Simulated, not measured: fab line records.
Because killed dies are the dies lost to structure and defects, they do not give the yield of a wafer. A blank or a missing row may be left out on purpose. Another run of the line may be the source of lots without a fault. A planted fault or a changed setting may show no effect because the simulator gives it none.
fab line records + flow gf180mcu
record:
- lots: 14
- wafers: 42
- lastDay: 33
route steps=602 shown M3@412 V3@451 M4@467 V4@480
lots that met no fault: from a run of the same line without faults
startH: hours from the record's opening day to when the first of the lot's shown wafers began + waitH: time in hours since the lot's previous step + " as in the row above + L1.1+2: several wafers, shown together as one row + - either no value or no given start + * or withheld: withheld + < > ~ a bound
route shown NAME@n: NAME is a module with steps in the file, n the number in the route of the first one + usual: mean/standard deviation of fault-free wafers + same: alike in all rows + chamber/n: place in a boat + sites: per-site readings + _std_site: standard deviation across them + _edge_site: the outer-site mean with the inner-site mean subtracted + radiusMm: how far each site lies from the wafer's centre + mask NAME#n: copy n + behind: the most recent tool/chamber to have shaped the wafer + hold: cause of the lot's hold/its duration in hours/its outcome + device: which transistor (n, p or np) failed to switch + end of line: the route-end tests of the same wafers + where a step has no rows: the recipe by itself + killed: not the wafer's yield, but the dies lost to structure and defects at the first sort + map: the dies of a wafer, with x for killed, . for not killed, _ for no die there
set.NAME: the setting the step ran with; set.NAME@STEP: the setting that earlier step ran with + model.NAME: the simulator's own value behind a step, which no gauge read
a sample of lots followed through the steps of the route, with each step as a table and each wafer as a row
services: from which hour (startH, from the record's first day; less than 0 if before it) a tool's chamber was out of use, for how many hours, and why
== steps ==
step: GF_M3_SPUTTER_03
recipe:
- material: Ti
- targetThkNm: 10
- substrateTempC: 300
- chamberPressurePa: 0.3
- powerW: 3000
- timeS: 6.7
usual:
- throttleValvePct: 30.4/1.1
| lot.wafer | tool          | chamber | startH | waitH | throttleValvePct |
|-----------|---------------|---------|--------|-------|------------------|
| L641.1    | pvdSputter-01 | -       | 472.43 | 0.0   | 29.0             |
| L641.5    | "             | -       | "      | "     | 29.0             |
| L641.6    | "             | -       | "      | "     | 30.3             |
| L642.1    | pvdSputter-01 | -       | 481.23 | 0.0   | 29.1             |
| L642.4    | "             | -       | "      | "     | 29.1             |
| L642.6    | "             | -       | "      | "     | 30.6             |
| L643.2    | pvdSputter-04 | -       | 495.67 | 0.0   | 28.6             |
| L643.5    | "             | -       | "      | "     | 31.5             |
| L643.6    | "             | -       | "      | "     | 29.8             |
| L645.1    | pvdSputter-03 | -       | 511.98 | 0.0   | 32.2             |
| L645.4    | "             | -       | "      | "     | 32.4             |
| L645.6    | "             | -       | "      | "     | 29.8             |
| L647.1    | pvdSputter-04 | -       | 527.75 | 0.0   | 28.3             |
| L647.5    | "             | -       | "      | "     | 31.5             |
| L647.6    | "             | -       | "      | "     | 28.5             |
| L648.1    | pvdSputter-01 | -       | 537.67 | 0.0   | 30.5             |
| L648.3    | "             | -       | "      | "     | 30.9             |
| L648.5    | "             | -       | "      | "     | 29.1             |
| L649.3    | pvdSputter-01 | -       | 546.60 | 0.0   | 30.9             |
| L649.5    | "             | -       | "      | "     | 31.0             |
| L649.6    | "             | -       | "      | "     | 28.8             |
| L651.1    | pvdSputter-03 | -       | 567.22 | 0.0   | 32.1             |
| L651.3    | "             | -       | "      | "     | 32.0             |
| L651.4    | "             | -       | "      | "     | 32.1             |
| L652.1    | pvdSputter-01 | -       | 591.56 | 0.0   | 31.2             |
| L652.4    | "             | -       | "      | "     | 30.4             |
| L652.6    | "             | -       | "      | "     | 30.4             |
| L653.1    | pvdSputter-01 | -       | 599.61 | 0.0   | 29.0             |
| L653.4    | "             | -       | "      | "     | 30.4             |
| L653.6    | "             | -       | "      | "     | 28.9             |
| L655.2    | pvdSputter-03 | -       | 606.10 | 0.0   | 30.1             |
| L655.4    | "             | -       | "      | "     | 30.2             |
| L655.6    | "             | -       | "      | "     | 32.0             |
| L658.1    | pvdSputter-04 | -       | 625.53 | 0.0   | 30.0             |
| L658.3    | "             | -       | "      | "     | 28.6             |
| L658.6    | "             | -       | "      | "     | 28.5             |
| L662.3    | pvdSputter-01 | -       | 651.01 | 0.0   | 30.4             |
| L662.5    | "             | -       | "      | "     | 30.9             |
| L662.6    | "             | -       | "      | "     | 28.9             |
| L663.1    | pvdSputter-01 | -       | 653.55 | 0.0   | 29.0             |
| L663.4    | "             | -       | "      | "     | 30.8             |
| L663.6    | "             | -       | "      | "     | 30.6             |
step: GF_V3_SPUTTER_22
recipe:
- material: TiN
- targetThkNm: 10
- chamberPressurePa: 5
- powerW: 4000
- timeS: 40
usual:
- throttleValvePct: 30.4/0.79
| lot.wafer | tool          | chamber | startH | waitH | throttleValvePct |
|-----------|---------------|---------|--------|-------|------------------|
| L641.1    | pvdSputter-01 | -       | 522.54 | 0.0   | 28.9             |
| L641.5    | "             | -       | "      | "     | 29.0             |
| L641.6    | "             | -       | "      | "     | 30.4             |
| L642.1    | pvdSputter-02 | -       | 529.68 | 0.0   | 30.4             |
| L642.4    | "             | -       | "      | "     | 30.6             |
| L642.6    | "             | -       | "      | "     | 30.8             |
| L643.2    | pvdSputter-02 | -       | 544.70 | 0.1   | 31.3             |
| L643.5    | "             | -       | "      | "     | 31.0             |
| L643.6    | "             | -       | "      | "     | 30.6             |
| L645.1    | pvdSputter-01 | -       | 560.55 | 0.0   | 30.5             |
| L645.4    | "             | -       | "      | "     | 30.6             |
| L645.6    | "             | -       | "      | "     | 30.0             |
| L647.1    | pvdSputter-02 | -       | 574.36 | 0.0   | 30.5             |
| L647.5    | "             | -       | "      | "     | 30.8             |
| L647.6    | "             | -       | "      | "     | 31.0             |
| L648.1    | pvdSputter-02 | -       | 585.13 | 0.0   | 30.4             |
| L648.3    | "             | -       | "      | "     | 31.0             |
| L648.5    | "             | -       | "      | "     | 30.5             |
| L649.3    | pvdSputter-01 | -       | 593.80 | 0.0   | 30.7             |
| L649.5    | "             | -       | "      | "     | 30.3             |
| L649.6    | "             | -       | "      | "     | 28.7             |
| L651.1    | pvdSputter-02 | -       | 612.53 | 0.0   | 30.3             |
| L651.3    | "             | -       | "      | "     | 31.1             |
| L651.4    | "             | -       | "      | "     | 30.8             |
| L652.1    | pvdSputter-04 | -       | 635.90 | 0.0   | 31.7             |
| L652.4    | "             | -       | "      | "     | 29.7             |
| L652.6    | "             | -       | "      | "     | 31.5             |
| L653.1    | pvdSputter-02 | -       | 642.47 | 0.0   | 30.4             |
| L653.4    | "             | -       | "      | "     | 30.8             |
| L653.6    | "             | -       | "      | "     | 31.0             |
| L655.2    | pvdSputter-01 | -       | 648.51 | 0.0   | 30.7             |
| L655.4    | "             | -       | "      | "     | 29.2             |
| L655.6    | "             | -       | "      | "     | 29.1             |
| L658.1    | pvdSputter-02 | -       | 667.03 | 0.0   | 30.8             |
| L658.3    | "             | -       | "      | "     | 30.6             |
| L658.6    | "             | -       | "      | "     | 30.7             |
| L662.3    | pvdSputter-02 | -       | 692.28 | 0.0   | 31.1             |
| L662.5    | "             | -       | "      | "     | 30.7             |
| L662.6    | "             | -       | "      | "     | 30.7             |
| L663.1    | pvdSputter-04 | -       | 695.21 | 0.0   | 31.5             |
| L663.4    | "             | -       | "      | "     | 28.6             |
| L663.6    | "             | -       | "      | "     | 30.4             |
step: GF_M4_EXPOSE_11
recipe:
- maskId: Metal4
- targetCdNm: 280
- na: 0.68
- sourceShape: conventional
- sigmaOuter: 0.6
- doseMj: 28
usual:
- exposureDoseMJCm2: 28.20/0.25
- focusOffsetNm: 0.0/0.46
- na: 0.68/0
| lot.wafer | tool          | chamber | startH | waitH | mask     | exposureDoseMJCm2 | focusOffsetNm | na   |
|-----------|---------------|---------|--------|-------|----------|-------------------|---------------|------|
| L641.1    | krfScanner-01 | 0       | 535.22 | -     | Metal4#0 | 28.44             | -0.3          | 0.68 |
| L641.5    | "             | 0       | "      | "     | Metal4#0 | 28.41             | -0.1          | 0.68 |
| L641.6    | "             | 0       | "      | "     | Metal4#0 | 28.44             | -0.1          | 0.68 |
| L642.1    | krfScanner-01 | 0       | 542.49 | -     | Metal4#0 | 28.46             | 0.0           | 0.68 |
| L642.4    | "             | 0       | "      | "     | Metal4#0 | 28.41             | -0.4          | 0.68 |
| L642.6    | "             | 0       | "      | "     | Metal4#0 | 28.41             | 0.1           | 0.68 |
| L643.2    | krfScanner-02 | 0       | 556.82 | -     | Metal4#0 | 27.97             | 0.1           | 0.68 |
| L643.5    | "             | 0       | "      | "     | Metal4#0 | 27.99             | 0.3           | 0.68 |
| L643.6    | "             | 0       | "      | "     | Metal4#0 | 27.96             | -0.8          | 0.68 |
| L645.1    | krfScanner-01 | 0       | 572.34 | -     | Metal4#0 | 28.45             | 0.1           | 0.68 |
| L645.4    | "             | 0       | "      | "     | Metal4#0 | 28.43             | 0.2           | 0.68 |
| L645.6    | "             | 0       | "      | "     | Metal4#0 | 28.44             | 0.3           | 0.68 |
| L647.1    | krfScanner-02 | 0       | 586.43 | -     | Metal4#0 | 27.96             | 0.6           | 0.68 |
| L647.5    | "             | 0       | "      | "     | Metal4#0 | 27.97             | 0.2           | 0.68 |
| L647.6    | "             | 0       | "      | "     | Metal4#0 | 27.99             | 0.3           | 0.68 |
| L648.1    | krfScanner-02 | 0       | 597.39 | -     | Metal4#0 | 27.95             | -0.2          | 0.68 |
| L648.3    | "             | 0       | "      | "     | Metal4#0 | 27.92             | -0.1          | 0.68 |
| L648.5    | "             | 0       | "      | "     | Metal4#0 | 27.90             | -0.3          | 0.68 |
| L649.3    | krfScanner-01 | 0       | 605.71 | -     | Metal4#0 | 28.49             | -1.1          | 0.68 |
| L649.5    | "             | 0       | "      | "     | Metal4#0 | 28.45             | -0.5          | 0.68 |
| L649.6    | "             | 0       | "      | "     | Metal4#0 | 28.46             | -0.6          | 0.68 |
| L651.1    | krfScanner-01 | 0       | 624.19 | -     | Metal4#0 | 28.47             | -0.4          | 0.68 |
| L651.3    | "             | 0       | "      | "     | Metal4#0 | 28.49             | 0.1           | 0.68 |
| L651.4    | "             | 0       | "      | "     | Metal4#0 | 28.45             | -1.0          | 0.68 |
| L652.1    | krfScanner-02 | 0       | 646.92 | -     | Metal4#0 | 27.95             | 0.6           | 0.68 |
| L652.4    | "             | 0       | "      | "     | Metal4#0 | 27.96             | 0.2           | 0.68 |
| L652.6    | "             | 0       | "      | "     | Metal4#0 | 27.92             | 0.4           | 0.68 |
| L653.1    | krfScanner-01 | 0       | 653.71 | -     | Metal4#0 | 28.44             | -0.2          | 0.68 |
| L653.4    | "             | 0       | "      | "     | Metal4#0 | 28.48             | 0.4           | 0.68 |
| L653.6    | "             | 0       | "      | "     | Metal4#0 | 28.46             | -0.3          | 0.68 |
| L655.2    | krfScanner-02 | 0       | 659.29 | -     | Metal4#0 | 27.95             | -1.3          | 0.68 |
| L655.4    | "             | 0       | "      | "     | Metal4#0 | 27.93             | -1.2          | 0.68 |
| L655.6    | "             | 0       | "      | "     | Metal4#0 | 27.92             | -0.4          | 0.68 |
| L658.1    | krfScanner-02 | 0       | 677.92 | -     | Metal4#0 | 27.94             | -0.5          | 0.68 |
| L658.3    | "             | 0       | "      | "     | Metal4#0 | 27.94             | 0.5           | 0.68 |
| L658.6    | "             | 0       | "      | "     | Metal4#0 | 27.96             | 0.7           | 0.68 |
| L662.3    | krfScanner-01 | -       | 702.30 | -     | Metal4#0 | -                 | -             | -    |
| L662.5    | "             | -       | "      | "     | Metal4#0 | -                 | -             | -    |
| L662.6    | "             | -       | "      | "     | Metal4#0 | -                 | -             | -    |
| L663.1    | krfScanner-02 | -       | 704.97 | -     | Metal4#0 | -                 | -             | -    |
| L663.4    | "             | -       | "      | "     | Metal4#0 | -                 | -             | -    |
| L663.6    | "             | -       | "      | "     | Metal4#0 | -                 | -             | -    |
step: GF_V4_CMP_04
recipe:
- material: SiO2
- downForcePsi: 4
- platenRpm: 60
- padVelocityMS: 0.94248
usual:
- edgeZonePressureFrac: 1.000/0.0051
- motorCurrentA: 12.3/1.1
- platenRpm: 60.00/0.037
- slurryFlowMlMin: 150.0/0.43
- timeToEndpointS: 78/6.4
| lot.wafer | tool   | chamber | startH | waitH | edgeZonePressureFrac | motorCurrentA | platenRpm | slurryFlowMlMin | timeToEndpointS |
|-----------|--------|---------|--------|-------|----------------------|---------------|-----------|-----------------|-----------------|
| L641.1    | cmp-02 | 3       | 547.61 | 0.1   | 0.993                | 11.1          | 60.00     | 150.0           | 71              |
| L641.6    | "      | 2       | "      | "     | 1.011                | 11.5          | 60.01     | 149.5           | 80              |
| L641.5    | "      | 3       | "      | "     | 0.992                | 11.5          | 59.98     | 149.7           | 71              |
| L642.4    | cmp-02 | 0       | 554.64 | 0.0   | 1.001                | 12.6          | 59.94     | 150.0           | 81              |
| L642.1    | "      | 1       | "      | "     | 0.996                | 14.5          | 60.03     | 150.1           | 65              |
| L642.6    | "      | 1       | "      | "     | 1.000                | 14.9          | 60.03     | 150.6           | 67              |
| L643.2    | cmp-02 | 0       | 569.34 | 0.1   | 0.997                | 12.3          | 60.02     | 150.2           | 75              |
| L643.6    | "      | 3       | "      | "     | 0.998                | 11.5          | 60.05     | 149.7           | 74              |
| L643.5    | "      | 0       | "      | "     | 1.002                | 12.5          | 60.01     | 150.4           | 79              |
| L645.1    | cmp-02 | 0       | 584.19 | 0.1   | 0.992                | 12.6          | 60.01     | 150.5           | 72              |
| L645.4    | "      | 1       | "      | "     | 1.003                | 14.6          | 60.07     | 150.5           | 66              |
| L645.6    | "      | 1       | "      | "     | 1.005                | 15.4          | 59.99     | 149.7           | 72              |
| L647.1    | cmp-01 | 3       | 598.47 | 0.2   | 1.007                | 12.3          | 60.00     | 150.1           | 75              |
| L647.6    | "      | 0       | "      | "     | 1.000                | 12.0          | 59.93     | 150.5           | 85              |
| L647.5    | "      | 1       | "      | "     | 1.004                | 13.0          | 60.04     | 149.8           | 82              |
| L648.1    | cmp-02 | 1       | 608.72 | 0.1   | 1.005                | 15.9          | 59.91     | 149.9           | 71              |
| L648.3    | "      | 0       | "      | "     | 1.000                | 12.7          | 60.02     | 151.3           | 71              |
| L648.5    | "      | 1       | "      | "     | 0.996                | 14.6          | 59.92     | 150.1           | 73              |
| L649.3    | cmp-01 | 1       | 617.00 | 0.1   | 1.004                | 12.3          | 60.03     | 150.3           | 78              |
| L649.5    | "      | 3       | "      | "     | 1.001                | 12.8          | 60.02     | 149.9           | 75              |
| L649.6    | "      | 0       | "      | "     | 0.998                | 11.6          | 60.04     | 150.4           | 78              |
| L651.4    | cmp-02 | 2       | 635.65 | 0.0   | 0.998                | 12.0          | 60.01     | 150.7           | 80              |
| L651.3    | "      | 3       | "      | "     | 1.005                | 11.3          | 60.02     | 149.8           | 72              |
| L651.1    | "      | 0       | "      | "     | 1.001                | 12.1          | 60.04     | 150.1           | 79              |
| L652.1    | cmp-01 | 1       | 657.93 | 0.2   | 1.007                | 12.8          | 59.99     | 150.1           | 76              |
| L652.4    | "      | 3       | "      | "     | 0.997                | 11.3          | 59.97     | 149.5           | 81              |
| L652.6    | "      | 1       | "      | "     | 1.001                | 12.6          | 60.05     | 149.8           | 75              |
| L653.1    | cmp-02 | 1       | 664.80 | 0.1   | 0.996                | 14.3          | 60.00     | 150.0           | 69              |
| L653.4    | "      | 2       | "      | "     | 1.001                | 12.3          | 59.95     | 149.9           | 84              |
| L653.6    | "      | 3       | "      | "     | 0.998                | 10.6          | 60.05     | 150.1           | 73              |
| L655.2    | cmp-01 | 1       | 669.87 | 0.1   | 0.989                | 13.3          | 59.99     | 150.7           | 75              |
| L655.4    | "      | 2       | "      | "     | 1.008                | 11.1          | 59.97     | 149.5           | 74              |
| L655.6    | "      | 3       | "      | "     | 1.000                | 12.4          | 59.97     | 150.4           | 82              |
| L658.1    | cmp-02 | 1       | 687.97 | 0.1   | 1.002                | 14.7          | 60.03     | 149.6           | 71              |
| L658.3    | "      | 0       | "      | "     | 1.001                | 12.1          | 60.02     | 149.8           | 82              |
| L658.6    | "      | 2       | "      | "     | 0.997                | 11.7          | 60.00     | 150.9           | 88              |
== services ==
| tool          | chamber | startH | hours | kind   |
|---------------|---------|--------|-------|--------|
| cmp-01        | -       | 476.59 | 4.5   | repair |
| krfScanner-02 | -       | 481.17 | 1.3   | pm     |
| krfScanner-02 | -       | 496.05 | 0.8   | pm     |
| cmp-02        | -       | 516.91 | 0.6   | repair |
| krfScanner-01 | -       | 520.71 | 4.4   | pm     |
| pvdSputter-01 | -       | 525.14 | 7.5   | repair |
| krfScanner-01 | -       | 525.72 | 1.0   | pm     |
| krfScanner-01 | -       | 531.27 | 1.3   | pm     |
| krfScanner-02 | -       | 541.14 | 1.0   | pm     |
| cmp-01        | -       | 551.87 | 8.7   | pm     |
| pvdSputter-02 | -       | 556.04 | 0.9   | repair |
| krfScanner-01 | -       | 568.01 | 0.8   | pm     |
| cmp-01        | -       | 572.00 | 4.0   | pm     |
| cmp-01        | -       | 574.24 | 2.2   | repair |
| krfScanner-02 | -       | 581.95 | 4.4   | pm     |
| pvdSputter-04 | -       | 595.17 | 2.0   | repair |
| cmp-01        | -       | 605.53 | 1.4   | repair |
| cmp-02        | -       | 616.41 | 1.1   | repair |
| krfScanner-01 | -       | 642.89 | 3.6   | pm     |
| krfScanner-02 | -       | 657.07 | 1.3   | pm     |
| krfScanner-02 | -       | 664.85 | 0.8   | pm     |
| krfScanner-01 | -       | 673.16 | 0.6   | repair |
| cmp-02        | -       | 673.44 | 11.1  | pm     |
| krfScanner-01 | -       | 694.72 | 1.0   | pm     |
== key ==
firstSign:
- step: GF_M4_EXPOSE_11
- reading: toolRecord
- direction: missing
effect none on later readings
metAt GF_M4_EXPOSE_11
struckLots L662,L663
laterRowsLeftOut L662.3,L662.5,L662.6,L663.1,L663.4,L663.6
sortLeftOut L662.3,L662.5,L662.6,L663.1,L663.4,L663.6
notActingAt GF_M3_SPUTTER_03,GF_V3_SPUTTER_22,GF_V4_CMP_04
onsetBetween 677.92 702.30
fault:
- kind: skippedStepWhole
- tool: krfScanner-01,krfScanner-02
- chamber: -
- onsetH: 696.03
- steps: GF_M4_EXPOSE_11
- scope: struckLotsOnly
sortLeftOut: the simulated sort isn't trusted on such a fault, so these wafers' sort isn't shown, and their yield isn't known
laterRowsLeftOut: the simulator's readings of these wafers behind a module that went badly wrong aren't trusted and aren't shown, but for the sort
